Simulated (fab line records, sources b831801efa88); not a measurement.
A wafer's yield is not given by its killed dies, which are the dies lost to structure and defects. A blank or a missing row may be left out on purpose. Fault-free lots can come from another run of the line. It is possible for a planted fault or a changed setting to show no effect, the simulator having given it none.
Which of the tools did it?    flow gf180mcu    39 wafers from 13 lots sampled at 5 of the route's 602 steps

== WHAT THE GAUGES SHOWED, per wafer ==
GF_POLY_GATE_THK_MEAS_17.
lot   measured      on             POLY_GATE_OXIDATION_THK (nm)
L532  day 9 07:10   film-metro-01  4.09 4.25 4.06
L534  day 9 19:01   film-metro-03  4.05 4.13 4.12
L535  day 10 05:01  film-metro-02  4.08 3.99 4.04
L536  day 10 18:10  film-metro-03  3.85 3.93 3.87
L537  day 11 00:13  film-metro-02  3.99 3.98 4.00
L538  day 11 04:27  film-metro-03  4.10 4.13 4.00
L539  day 11 09:48  film-metro-03  4.03 3.99 4.06
L541  day 12 06:43  film-metro-02  3.99 4.12 4.05
L542  day 12 13:26  film-metro-02  4.07 4.12 4.07
L543  day 12 19:44  film-metro-02  3.91 4.05 3.93
L544  day 13 00:51  film-metro-03  3.93 3.98 4.00
L549  day 14 11:14  film-metro-01  3.94 3.96 3.88
L550  day 14 15:38  film-metro-02  3.81 4.00 3.94

GF_HV_LDD_OVL_MEAS_20.
lot   measured      on          HV_LDD_01_OVL (nm)
L532  day 10 19:12  overlay-02  2.9 0.6 -1.4
L534  day 11 06:52  overlay-02  1.1 -1.4 0.9
L535  day 11 17:27  overlay-02  -1.6 -0.2 -0.5
L536  day 12 08:28  overlay-01  1.0 0.6 -0.9
L537  day 12 14:20  overlay-01  1.1 2.9 1.5
L538  day 12 19:01  overlay-01  0.7 2.5 2.6
L539  day 13 00:42  overlay-01  1.3 -0.5 0.6
L541  day 13 22:35  overlay-01  1.1 -1.0 0.6
L542  day 14 05:32  overlay-02  1.6 0.7 1.6
L543  day 14 12:51  overlay-02  -0.1 1.3 -0.2
L544  day 14 16:56  overlay-02  -0.8 0.0 -0.4
L549  day 16 07:12  overlay-01  1.6 0.5 2.5
L550  day 16 11:26  overlay-01  4.3 2.9 4.8

GF_HV_LDD_RS_MEAS_53: a four-point-probe measurement.
lot   measured      on             HV_LDD_RS (ohm/sq)
L532  day 12 10:43  film-metro-04  418.3 417.4 418.1
L534  day 12 22:08  film-metro-02  417.7 418.9 418.3
L535  day 13 08:55  film-metro-01  417.0 417.8 418.1
L536  day 14 00:52  film-metro-01  417.3 417.4 417.5
L537  day 14 07:14  film-metro-01  418.9 417.8 417.7
L538  day 14 13:02  film-metro-04  417.9 417.5 417.1
L539  day 14 17:56  film-metro-02  418.7 418.2 417.3
L541  day 15 17:29  film-metro-01  415.9 416.7 416.3
L542  day 16 01:38  film-metro-02  422.8 424.5 422.8 423.1 423.4 423.8
L543  day 16 10:52  film-metro-02  424.2 423.2 423.8 424.7 423.9 423.5
L544  day 16 14:06  film-metro-04  418.9 418.1 419.1
L549  day 18 06:05  film-metro-01  418.6 420.0 417.6
L550  day 18 10:54  film-metro-01  419.1 419.5 419.4

== TOOL THAT RAN EACH LOT (tool first, then ch and the chambers of the sampled wafers, then the start) ==
lot   GF_POLY_GATE_ETCH_13              GF_HV_LDD_IMPLANT_33
L532  rie-si-02 ch 1,3, day 9 04:14     implanter-01 ch 0, day 11 13:53
L534  rie-si-02 ch 0,2,3, day 9 17:33   implanter-02 ch 0, day 12 02:53
L535  rie-si-01 ch 0,1,3, day 10 03:33  implanter-04 ch 0, day 12 12:52
L536  rie-si-01 ch 1,2, day 10 16:41    implanter-04 ch 0, day 13 03:46
L537  rie-si-01 ch 0,1,2, day 10 21:33  implanter-02 ch 0, day 13 09:56
L538  rie-si-01 ch 2,3, day 11 02:59    implanter-04 ch 0, day 13 14:52
L539  rie-si-01 ch 0,2,3, day 11 08:20  implanter-04 ch 0, day 13 20:25
L541  rie-si-02 ch 1,2, day 12 01:44    implanter-01 ch 0, day 14 18:56
L542  rie-si-02 ch 0,2, day 12 08:02    implanter-04 ch 0, day 15 01:54
L543  rie-si-01 ch 2,3, day 12 14:26    implanter-04 ch 0, day 15 11:17
L544  rie-si-01 ch 2,3, day 12 21:17    implanter-02 ch 0, day 15 14:56
L549  rie-si-01 ch 2,3, day 14 09:47    implanter-02 ch 0, day 17 06:08
L550  rie-si-01 ch 0,2,3, day 14 13:28  implanter-02 ch 0, day 17 10:28
- GF_POLY_GATE_ETCH_13: etches poly-Si in HBr/Cl2, stops on SiO2, target depth 198.5 nm, time 69.6 s.
- GF_HV_LDD_IMPLANT_33

== WHAT THE TOOLS THEMSELVES READ (means of the sampled wafers that have a number; where no wafer has one, the mark that the record gives instead) ==
GF_POLY_GATE_ETCH_13.
lot   tool       drypump-motor-current-A (A)  oes-product-au (a.u.)  throttle-valve-pct (%)
L532  rie-si-02  5.5                          0.979                  33.686
L534  rie-si-02  5.5                          0.987                  33.685
L535  rie-si-01  6.0                          0.989                  33.689
L536  rie-si-01  5.6                          0.983                  33.679
L537  rie-si-01  5.7                          0.991                  33.681
L538  rie-si-01  6.5                          0.993                  33.688
L539  rie-si-01  6.2                          1.001                  33.683
L541  rie-si-02  5.6                          0.983                  33.677
L542  rie-si-02  5.3                          0.985                  33.684
L543  rie-si-01  6.5                          0.997                  33.684
L544  rie-si-01  6.2                          0.984                  33.675
L549  rie-si-01  6.2                          0.985                  33.679
L550  rie-si-01  6.2                          0.999                  33.683

== THE ANSWER, worked out from the rows above alone ==
Rule: usual is defined by the lots themselves. Put in order of their means at a reading, lots are off if they are a third of the lots or fewer, leave a main group of 4 or more, and stand apart from it by a gap of 3 or more times the standard deviation of the main group's means; of several such gaps the widest counts. The tables above print the reading to a certain number of digits; a main group whose means all agree to those digits is not used. Also off: a lot with no number at a reading for which 4 or more lots have one. The other lots that the step has rows for count as sound. Order of review: gauges by route order, followed by the tools' own readings, for which a lot's mean as printed above is used. The first step at which some lot is off is used, and at that step the reading that is off furthest; a lot without a number counts as furthest.
Off: L542, L543, seen at GF_HV_LDD_RS_MEAS_53 (HV_LDD_RS). Mean 418.0 ohm/sq and standard deviation 0.77 in the main group.
A tool fits if, at a process step before that reading, it ran every lot that is off, and no sound lot after the first of them. Those tools and the gauges at GF_HV_LDD_RS_MEAS_53 are tried in the same way. Undecided on this evidence; 2 tools fit (implanter-04 at GF_HV_LDD_IMPLANT_33, film-metro-02 at GF_HV_LDD_RS_MEAS_53).

== WHAT WAS PUT IN BY THE SIMULATOR ==
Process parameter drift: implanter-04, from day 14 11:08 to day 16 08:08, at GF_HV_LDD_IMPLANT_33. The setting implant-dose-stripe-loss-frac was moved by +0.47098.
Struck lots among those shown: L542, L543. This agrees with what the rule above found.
